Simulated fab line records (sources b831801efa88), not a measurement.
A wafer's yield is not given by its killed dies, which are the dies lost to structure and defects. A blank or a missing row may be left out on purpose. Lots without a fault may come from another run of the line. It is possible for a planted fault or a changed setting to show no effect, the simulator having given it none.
Comparing a struck lot with a sound one :: flow sky130 :: 43 steps out of a route of 708
Sound: wafers L383.3, L383.5, L383.6. The struck wafers were L368.1, L368.2, L368.6. The cause comes at the end.
For every step that has rows: the tool of each side, followed by ch and its chambers, followed by its first start. Under that, the readings that differ: sound wafers :: struck wafers :: difference of the means :: sigmas: that difference in standard deviations of wafers without a fault.
alike: words and numbers the same on both sides, and readings whose means are apart by under 2 such deviations; not compared: readings that were withheld, readings missing a value for some wafer, numbers with overlapping values and no deviation given by the record, and bounds like >300 which may hide the same value.
A row with sigmas, a row that says differs or no value, or rows on one side alone: a step with any of these is where the two part. Non-overlapping numbers with no deviation appear without sigmas and do not part them. A reading missing from all wafers of one side parts the sides only when that side holds two or more wafers.

first, 1 step without rows for these wafers: SKY_FIELD_ISO_CVD_03 (deposits Si3N4 from DCS/NH3, target thk 165 nm, time 2830 s).
SKY_FIELD_ISO_THK_MEAS_04:
  sound on film_metro-02, day 5 17:30; struck on film_metro-01, day 2 16:14
  alike: FIELD_ISO_CVD_03_THK
then, 8 steps without rows for these wafers: SKY_FIELD_ISO_DEHYDRATE_05 (time 60 s); SKY_FIELD_ISO_HMDS_06 (prime time 60 s); SKY_FIELD_ISO_COAT_07 (resist thk 60 nm); SKY_FIELD_ISO_COAT_08 (resist thk 450 nm); SKY_FIELD_ISO_SOFTBAKE_09 (time 90 s); SKY_FIELD_ISO_EXPOSE_10 (exposes mask FOM, target cd 150 nm); SKY_FIELD_ISO_PEB_11; SKY_FIELD_ISO_DEVELOP_12 (develop time 60 s).
SKY_FIELD_ISO_CD_MEAS_13: target cd 150 nm.
  sound on cd_sem-01, day 6 12:19; struck on cd_sem-01, day 3 08:14
reading: cd_nm (nm)
sound: 152.9 154.4 154.2
struck: 148.3 148.3 148.9
difference: -5.3
sigmas: -3
SKY_FIELD_ISO_ETCH_14: etches BARC in N2/H2, stops on SiO2, time 45.9 s, target depth 60 nm.
  sound on rie_diel-01 ch 0,3, day 6 12:23; struck on rie_diel-02 ch 0,2,3, day 3 08:22
  alike: drypump_motor_current_A, oes_product_au, throttle_valve_pct
  not compared: rf_hours_counter_h
SKY_FIELD_ISO_ETCH_15: etches the open film in CHF3/O2, stops on Si, target depth 180 nm, time 72 s.
  sound on rie_diel-01 ch 0,3, day 6 12:26; struck on rie_diel-02 ch 0,2,3, day 3 08:24
  alike: O2_flow_sccm, drypump_motor_current_A, oes_product_au, throttle_valve_pct
  not compared: rf_hours_counter_h
SKY_FIELD_ISO_STRIP_16: strips in O2/N2.
  sound on plasma_asher-02 ch 0,1, day 6 12:32; struck on plasma_asher-02 ch 0,1, day 3 08:28
  alike: drypump_motor_current_A, oes_product_au, strip_time_to_endpoint_s
  not compared: rf_hours_counter_h
SKY_FIELD_ISO_ETCH_17: etches Si in HBr/Cl2/O2, target depth 342 nm, time 97.7 s.
  sound on rie_si-01 ch 0,1,3, day 6 12:35; struck on rie_si-01 ch 0,3, day 3 08:34
  alike: O2_flow_sccm, drypump_motor_current_A, oes_product_au, throttle_valve_pct
  not compared: rf_hours_counter_h
then, 5 steps without rows for these wafers: SKY_FIELD_ISO_WET_ETCH_18 (etches Si3N4 in H3PO4, target depth 25 nm, time 286 s); SKY_FIELD_ISO_CLEAN_19 (cleans in SC1/SC2, time 150 s); SKY_FIELD_ISO_CLEAN_20 (cleans in dHF, time 20 s); SKY_FIELD_ISO_WET_ETCH_21 (etches SiO2 in dHF, target depth 20 nm, time 400 s); SKY_FIELD_ISO_OXIDATION_22 (stabilise 600 s, purge 300 s, target thk 10 nm).
SKY_FIELD_ISO_THK_MEAS_23:
  sound on film_metro-03, day 6 14:08; struck on film_metro-02, day 3 10:50
  alike: FIELD_ISO_OXIDATION_01_THK
then, 1 step without rows for these wafers: SKY_FIELD_ISO_CVD_24 (deposits SiO2, target thk 595 nm, time 99.2 s).
SKY_FIELD_ISO_THK_MEAS_25:
  sound on film_metro-02, day 6 14:16; struck on film_metro-03, day 3 10:58
  alike: FIELD_ISO_CVD_24_THK
then, 1 step without rows for these wafers: SKY_FIELD_ISO_ANNEAL_26 (time 1800 s).
SKY_FIELD_ISO_CMP_27: polishes, stops on Si3N4, t overpolish 16 s, target thk 457.8 nm.
  sound on cmp-02 ch 2,3, day 6 16:43; struck on cmp-01 ch 0,1,2, day 3 12:31
  alike: motor_current_A, overpolish_run_s, time_to_endpoint_s
then, 5 steps without rows for these wafers: SKY_FIELD_ISO_WET_ETCH_28 (etches SiO2 in dHF, target depth 23.7 nm, time 47 s); SKY_FIELD_ISO_WET_ETCH_29 (etches Si3N4 in H3PO4, target depth 160 nm, time 1825 s); SKY_FIELD_ISO_WET_ETCH_30 (etches SiO2 in dHF, target depth 25 nm, time 50 s); SKY_NWELL_CLEAN_00 (cleans in SC1/SC2, time 150 s); SKY_NWELL_OXIDATION_01 (stabilise 600 s, purge 300 s, target thk 10 nm).
SKY_NWELL_THK_MEAS_02:
  sound on film_metro-01, day 6 19:02; struck on film_metro-04, day 3 15:53
  alike: NWELL_OXIDATION_THK
then, 8 steps without rows for these wafers: SKY_DNWELL_DEHYDRATE_00 (time 60 s); SKY_DNWELL_HMDS_01 (prime time 60 s); SKY_DNWELL_COAT_02 (resist thk 3000 nm); SKY_DNWELL_SOFTBAKE_03; SKY_DNWELL_EXPOSE_04 (exposes mask DNM, target cd 3000 nm); SKY_DNWELL_PEB_05; SKY_DNWELL_DEVELOP_06 (develop time 60 s); SKY_DNWELL_IMPLANT_07.
SKY_DNWELL_STRIP_08: strips in O2/N2.
  sound on plasma_asher-03 ch 0,1, day 7 14:44; struck on plasma_asher-01 ch 0,1, day 4 07:31
  alike: drypump_motor_current_A, oes_product_au, strip_time_to_endpoint_s
  not compared: rf_hours_counter_h
SKY_DNWELL_TW_MEAS_09:
  sound on film_metro-01, day 7 14:49; struck on film_metro-04, day 4 07:37
  alike: DNWELL_TW
then, 1 step without rows for these wafers: SKY_PWDE_DEHYDRATE_00 (time 60 s).
-- the record jumps here: 43 days lie between the struck wafers' starts before and after (it left off in module PWDE and takes up again in module PAD_OPEN, whose first step shown is number 708 of the route) --
SKY_PAD_OPEN_PROBE_99:
  only the struck wafers here have rows in the record (prober-01, day 47 00:11); the sound ones have none

WHERE THEY PART
At SKY_FIELD_ISO_CD_MEAS_13 first; at SKY_PAD_OPEN_PROBE_99 last (within this record only).

WHY: the cause the simulator had injected
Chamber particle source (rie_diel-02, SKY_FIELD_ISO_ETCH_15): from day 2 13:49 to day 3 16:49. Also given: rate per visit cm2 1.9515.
